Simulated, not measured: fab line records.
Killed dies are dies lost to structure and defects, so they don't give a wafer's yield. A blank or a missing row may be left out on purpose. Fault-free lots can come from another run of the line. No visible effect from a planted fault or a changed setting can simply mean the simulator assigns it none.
fab line records	flow sky130
[record] lots = 12	wafers = 36	last-day = 50
route steps=708 shown VIA2@523 VIA4@650 METAL5@663 PASSIVATION@683 PAD_OPEN@708
lots untouched by any fault: they come from a run of this same line in which no faults occurred
start-h: hours from the record's first day to the start of the lot's first wafer shown	wait-h: how many hours have passed since the lot's step before this one	" repeats the value in the row above	L1.1+2: a single row standing in for several wafers	- value missing, or start not given	* or withheld: withheld	< > ~ a bound
route shown NAME@n: a module of which the file shows steps, and the number in the route of the first	usual: mean/standard deviation taken from wafers without a fault	same: alike in all rows	chamber/n: place in a boat	sites: the reading at each site	_std_site: standard deviation across them	_edge_site: the outer-site mean with the inner-site mean subtracted	radius-mm: how far each site lies from the wafer's centre	mask NAME#n: copy n	behind: the tool/chamber that last shaped the wafer	hold: the reason the lot was held/the length of the hold in hours/how it ended	device: the n, p or np transistor that did not switch	end of line: tests of these same wafers at the route's end	where a step has no rows: the recipe by itself	killed: at the first sort, the dies lost to defects and structure; wafer yield is something else	map: dies across one wafer; x = killed, . = not, _ = none there
set.NAME: the setting that was run; set.NAME@STEP: the one run at that earlier step	model.NAME: the simulator's own value behind a step, which no gauge read
a sample of lots followed through the steps of the route, with each step as a table and each wafer as a row
services: from which hour (start-h, from the record's first day; less than 0 if before it) a tool's chamber was out of use, for how many hours, and why
[[steps]]
[step SKY_VIA2_STRIP_16]
[recipe] chemistry = O2/N2	power-w = 1400	pressure-mtorr = 1500	platen-temp-c = withheld	o2-flow-sccm = 3000	n2-flow-sccm = 300	overash-fraction = 0.5
[usual] drypump-motor-current-A = 5.8/0.45	oes-product-au = 0.399/0.0043	strip-time-to-endpoint-s = 4.039/0.022
lot.wafer	tool	chamber	start-h	wait-h	drypump-motor-current-A	oes-product-au	rf-hours-counter-h	strip-time-to-endpoint-s
L117.1	plasma-asher-03	1	837.40	0.0	5.8	0.401	104	4.041
L117.3	"	0	"	"	6.2	0.404	-	4.071
L117.5	"	0	"	"	6.2	0.400	-	4.030
L118.3	plasma-asher-03	0	866.29	0.1	6.2	0.401	-	4.028
L118.4	"	1	"	"	5.8	0.393	-	4.028
L118.5	"	0	"	"	6.2	0.400	-	4.049
L121.3	plasma-asher-04	1	904.52	0.1	4.8	0.394	-	4.003
L121.4	"	0	"	"	6.3	0.396	-	4.038
L121.6	"	0	"	"	6.3	0.393	-	4.041
L122.1	plasma-asher-03	1	906.15	0.0	5.8	0.394	111	4.047
L122.3	"	0	"	"	6.2	0.398	-	4.071
L122.5	"	0	"	"	6.2	0.404	-	4.067
L124.1	plasma-asher-03	1	908.05	0.0	5.8	0.404	111	4.079
L124.4	"	1	"	"	5.8	0.407	-	4.060
L124.6	"	0	"	"	6.2	0.391	-	4.077
L125.2	plasma-asher-03	1	913.75	0.0	5.8	0.392	111	4.011
L125.3	"	0	"	"	6.2	0.402	-	4.040
L125.5	"	0	"	"	6.2	0.404	-	4.005
L129.2	plasma-asher-03	0	935.65	0.0	6.2	0.402	114	4.027
L129.3	"	1	"	"	5.8	0.397	-	4.029
L129.6	"	0	"	"	6.2	0.393	-	4.058
L132.1	plasma-asher-03	0	956.60	0.0	6.2	0.397	116	4.022
L132.3	"	1	"	"	5.8	0.394	-	4.009
L132.6	"	0	"	"	6.2	0.397	-	4.004
L135.3	plasma-asher-03	1	990.19	0.1	5.8	0.399	-	4.033
L135.4	"	0	"	"	6.2	0.395	-	4.017
L135.6	"	1	"	"	5.8	0.403	-	4.036
L136.2	plasma-asher-01	0	995.79	0.0	5.6	0.398	57	4.030
L136.4	"	0	"	"	5.6	0.401	-	4.044
L136.5	"	0	"	"	5.6	0.398	-	4.051
L138.1	plasma-asher-04	0	1000.59	0.0	6.3	0.393	82	4.055
L138.4	"	0	"	"	6.3	0.399	-	4.101
L138.6	"	0	"	"	6.3	0.407	-	4.030
L137.1	plasma-asher-03	0	1004.49	0.0	6.2	0.405	120	4.058
L137.4	"	0	"	"	6.2	0.401	-	4.078
L137.6	"	1	"	"	5.8	0.400	-	4.070
[step SKY_VIA4_OVL_MEAS_11]
[usual] VIA4_OVL = 0.8/1.2
lot.wafer	tool	chamber	start-h	wait-h	VIA4_OVL[nm]
L117.1	overlay-01	-	992.95	0.1	0.0
L117.3	"	-	"	"	0.9
L117.5	"	-	"	"	-1.6
L118.3	overlay-01	-	1017.75	0.1	2.6
L118.4	"	-	"	"	-0.1
L118.5	"	-	"	"	0.1
L121.3	overlay-02	-	1053.74	0.1	0.1
L121.4	"	-	"	"	1.1
L121.6	"	-	"	"	1.3
L122.1	overlay-01	-	1054.03	0.1	0.6
L122.3	"	-	"	"	1.9
L122.5	"	-	"	"	2.2
L124.1	overlay-02	-	1054.14	0.1	1.9
L124.4	"	-	"	"	0.7
L124.6	"	-	"	"	1.4
L125.2	overlay-02	-	1061.49	0.1	1.1
L125.3	"	-	"	"	2.6
L125.5	"	-	"	"	1.1
L129.2	overlay-01	-	1080.14	0.1	0.6
L129.3	"	-	"	"	0.0
L129.6	"	-	"	"	0.8
L132.1	overlay-02	-	1098.50	0.1	3.3
L132.3	"	-	"	"	3.8
L132.6	"	-	"	"	4.1
L135.3	overlay-01	-	1127.09	0.1	0.3
L135.4	"	-	"	"	-0.3
L135.6	"	-	"	"	1.2
L136.2	overlay-01	-	1131.10	0.1	1.5
L136.4	"	-	"	"	1.6
L136.5	"	-	"	"	0.7
L138.1	overlay-01	-	1134.64	0.1	-1.5
L138.4	"	-	"	"	-0.6
L138.6	"	-	"	"	0.2
L137.1	overlay-02	-	1136.79	0.1	0.9
L137.4	"	-	"	"	1.2
L137.6	"	-	"	"	0.7
[step SKY_METAL5_SPUTTER_02]
[recipe] material = AlCu	target-thk-nm = 1150	power-w = 10600	time-s = 61.2	chamber-pressure-pa = 0.4
[usual] chamber-pressure-pa = 0.4001/0.00069	throttle-valve-pct = 29.7/0.94
lot.wafer	tool	chamber	start-h	wait-h	chamber-pressure-pa	throttle-valve-pct
L117.1	pvd-sputter-03	-	994.42	0.0	0.4002	29.3
L117.3	"	-	"	"	0.3991	28.2
L117.5	"	-	"	"	0.4002	28.3
L118.3	pvd-sputter-03	-	1019.18	0.0	0.3985	30.2
L118.4	"	-	"	"	0.3986	29.0
L118.5	"	-	"	"	0.4002	28.3
L121.3	pvd-sputter-01	-	1055.30	0.0	0.3998	29.8
L121.4	"	-	"	"	0.4004	28.4
L121.6	"	-	"	"	0.3997	29.4
L122.1	pvd-sputter-03	-	1055.60	0.0	0.4010	30.2
L122.3	"	-	"	"	0.3996	28.3
L122.5	"	-	"	"	0.4008	30.2
L124.1	pvd-sputter-02	-	1055.79	0.0	0.4009	31.8
L124.4	"	-	"	"	0.3995	30.0
L124.6	"	-	"	"	0.3992	29.9
L125.2	pvd-sputter-03	-	1062.92	0.0	0.3999	30.4
L125.3	"	-	"	"	0.3994	29.0
L125.5	"	-	"	"	0.3991	29.0
L129.2	pvd-sputter-01	-	1081.58	0.0	0.3993	29.3
L129.3	"	-	"	"	0.3995	29.9
L129.6	"	-	"	"	0.3995	28.6
L132.1	pvd-sputter-02	-	1099.94	0.0	0.4002	30.5
L132.3	"	-	"	"	0.4002	30.6
L132.6	"	-	"	"	0.4001	30.1
L135.3	pvd-sputter-03	-	1128.53	0.0	0.4006	29.1
L135.4	"	-	"	"	0.3996	28.3
L135.6	"	-	"	"	0.4005	28.4
L136.2	pvd-sputter-03	-	1132.73	0.0	0.4001	28.3
L136.4	"	-	"	"	0.3987	29.6
L136.5	"	-	"	"	0.4008	30.2
L138.1	pvd-sputter-03	-	1136.08	0.0	0.4008	29.3
L138.4	"	-	"	"	0.4005	29.2
L138.6	"	-	"	"	0.4015	30.2
L137.1	pvd-sputter-01	-	1138.23	0.0	0.4010	30.8
L137.4	"	-	"	"	0.3998	29.5
L137.6	"	-	"	"	0.3999	28.5
[step SKY_PASSIVATION_CVD_02]
[recipe] material = Si3N4	target-thk-nm = 540	temp-c = 400	time-s = withheld	rf-w = 450
[usual] heater-power-w = 780/110
lot.wafer	tool	chamber	start-h	wait-h	heater-power-w
L117.1	pecvd-01	2	1017.24	0.1	685
L117.3	"	0	"	"	873
L117.5	"	2	"	"	713
L118.3	pecvd-01	2	1042.13	0.0	719
L118.4	"	0	"	"	887
L118.5	"	2	"	"	739
L121.3	pecvd-03	0	1077.45	0.0	841
L121.4	"	1	"	"	905
L121.6	"	0	"	"	868
L122.1	pecvd-02	1	1077.59	0.1	1111
L122.3	"	2	"	"	638
L122.5	"	1	"	"	937
L124.1	pecvd-03	2	1077.95	0.1	724
L124.4	"	0	"	"	873
L124.6	"	1	"	"	820
L125.2	pecvd-03	0	1085.45	0.0	906
L125.3	"	2	"	"	671
L125.5	"	0	"	"	722
L129.2	pecvd-02	1	1103.03	0.0	1113
L129.3	"	2	"	"	667
L129.6	"	1	"	"	1144
L132.1	pecvd-03	1	1122.30	0.1	983
L132.3	"	2	"	"	702
L132.6	"	0	"	"	871
L135.3	pecvd-01	2	1147.57	0.0	765
L135.4	"	1	"	"	816
L135.6	"	2	"	"	606
L136.2	pecvd-01	0	1152.44	0.0	803
L136.4	"	0	"	"	826
L136.5	"	2	"	"	608
L138.1	pecvd-02	2	1154.69	0.1	603
L138.4	"	2	"	"	621
L138.6	"	1	"	"	1049
L137.1	pecvd-01	0	1157.51	0.1	870
L137.4	"	2	"	"	748
L137.6	"	0	"	"	886
[step SKY_PAD_OPEN_PROBE_99]
[usual] defect-limited-yield = 82.3/2.1	killed_at_M0_to_M3 = 43/7.4	killed_at_M4_up = 3.1/1.8	killed-at-contacts = 26/5.6	killed-at-front-end = 15/4.9	killed-at-other = 0.2/0.44	killed-dies = 87/10	killed-open = 48/7.6	killed-short = 39/6.2	sort_bin_3_pad_short = 0.9/0.43	sort_bin_5_function = 10.5/1.5	sort_bin_6_memory = 6.3/1.2	sort-n-pass = 405/10	sort-yield-pct = 82.3/2.1
[same] gross-dies = 492	killed-at-back-side = 0	sort_bin_4_leakage[%] = 0	sort_bin_8_speed[%] = 0
lot.wafer	tool	chamber	start-h	wait-h	defect-limited-yield[%]	killed_at_M0_to_M3	killed_at_M4_up	killed-at-contacts	killed-at-front-end	killed-at-other	killed-dies	killed-open	killed-short	sort_bin_3_pad_short[%]	sort_bin_5_function[%]	sort_bin_6_memory[%]	sort-n-pass	sort-yield-pct[%]
L135.3	prober-01	-	1184.20	0.2	74.2	80	1	20	26	0	127	40	36	3.3	15.0	7.5	365	74.2
L135.4	prober-01	-	1184.25	0.2	81.9	37	3	35	14	0	89	57	30	1.2	10.6	6.3	403	81.9
L135.6	prober-01	-	1184.35	0.2	71.5	99	2	23	16	0	140	54	33	2.0	19.3	7.1	352	71.5
L137.1	prober-02	-	1192.69	0.1	82.3	33	4	25	25	0	87	47	40	0.4	9.8	7.5	405	82.3
L137.4	prober-02	-	1192.84	0.2	80.7	48	8	27	12	0	95	47	47	0.8	10.8	7.7	397	80.7
L137.6	prober-02	-	1192.94	0.2	72.4	99	7	20	10	0	136	51	35	1.8	19.5	6.3	356	72.4
// killed by level:class
L135.3 VIA2:unspecified=50 POLY_GATE:geometric-particle:open=10 LI_CONTACT:geometric-particle:open=7 METAL2:geometric-particle:short=7 CONTACT:geometric-particle:open=6 VIA1:geometric-particle:short=5 VIA1:geometric-particle:open=5 FIELD_ISO:geometric-particle:open=4
L135.4 CONTACT:geometric-particle:open=16 LI_CONTACT:geometric-particle:open=11 VIA1:geometric-particle:open=11 VIA3:geometric-particle:open=7 METAL2:geometric-particle:short=6 VIA1:geometric-particle:short=5 CONTACT:geometric-particle:short=4 FIELD_ISO:geometric-particle:short=3
L135.6 VIA2:unspecified=52 VIA1:geometric-particle:open=13 CONTACT:geometric-particle:open=12 VIA2:geometric-particle:open=7 METAL1:geometric-particle:short=6 FIELD_ISO:geometric-particle:short=5 FIELD_ISO:geometric-particle:open=5 METAL1:geometric-particle:open=4
L137.1 CONTACT:geometric-particle:open=10 POLY_GATE:geometric-particle:short=9 VIA1:geometric-particle:open=9 VIA2:geometric-particle:open=7 POLY_GATE:geometric-particle:open=5 LI_CONTACT:geometric-particle:open=5 LOCAL_INTERCONNECT:geometric-particle:short=5 METAL1:geometric-particle:short=5
L137.4 VIA1:geometric-particle:open=10 LI_CONTACT:geometric-particle:open=9 METAL2:geometric-particle:short=7 VIA3:geometric-particle:open=7 LOCAL_INTERCONNECT:geometric-particle:short=6 CONTACT:geometric-particle:open=6 VIA2:geometric-particle:open=6 LI_CONTACT:geometric-particle:short=5
L137.6 VIA2:unspecified=50 VIA1:geometric-particle:open=16 CONTACT:geometric-particle:open=9 METAL2:geometric-particle:short=6 LI_CONTACT:geometric-particle:open=5 VIA2:geometric-particle:open=5 LI_CONTACT:geometric-particle:short=4 VIA2:geometric-particle:short=4
[[services]]
tool	chamber	start-h	hours	kind
plasma-asher-04	-	813.94	10.0	pm
pvd-sputter-01	-	847.18	9.9	repair
plasma-asher-04	-	854.07	2.8	pm
pecvd-01	-	874.24	2.8	pm
pecvd-02	-	880.39	2.8	pm
pvd-sputter-02	-	882.23	5.3	repair
plasma-asher-04	-	888.12	1.5	repair
pvd-sputter-01	-	908.48	6.3	repair
pvd-sputter-01	-	928.45	2.9	repair
pvd-sputter-01	-	935.12	4.5	repair
pecvd-01	-	943.99	6.9	repair
pvd-sputter-03	-	966.55	3.4	repair
pecvd-03	2	982.20	17.6	repair
pecvd-03	0	992.09	3.8	repair
plasma-asher-04	-	994.84	1.9	repair
pvd-sputter-02	-	1005.81	5.8	repair
pecvd-01	-	1013.58	0.6	repair
plasma-asher-04	-	1019.45	0.5	repair
pecvd-03	0	1045.84	2.2	repair
plasma-asher-03	-	1055.25	9.0	pm
pecvd-01	-	1056.15	1.0	repair
plasma-asher-03	-	1108.27	5.9	repair
pvd-sputter-03	-	1142.79	3.9	repair
pecvd-01	1	1150.87	8.7	repair
[[key]]
[first-sign] step = SKY_PAD_OPEN_PROBE_99	reading = killed_at_M0_to_M3	direction = up	sigmas = 6.6	usual = 43	struck = 93
[effect] step = SKY_PAD_OPEN_PROBE_99	reading = sort_bin_5_function	direction = up	sigmas = 4.8	usual = 10.5	struck = 18.0
met-at SKY_VIA2_STRIP_16
struck-lots L135,L137
struck-wafers L135.3,L135.6,L137.6
not-acting-at SKY_VIA4_OVL_MEAS_11,SKY_METAL5_SPUTTER_02,SKY_PASSIVATION_CVD_02
onset-between 956.60 990.19
[fault] kind = chamber-particle-source	tool = plasma-asher-03	chamber = 1	onset-h = 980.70	steps = SKY_VIA2_STRIP_16	rate-per-visit-cm2 = 0.77883	end-h = 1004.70
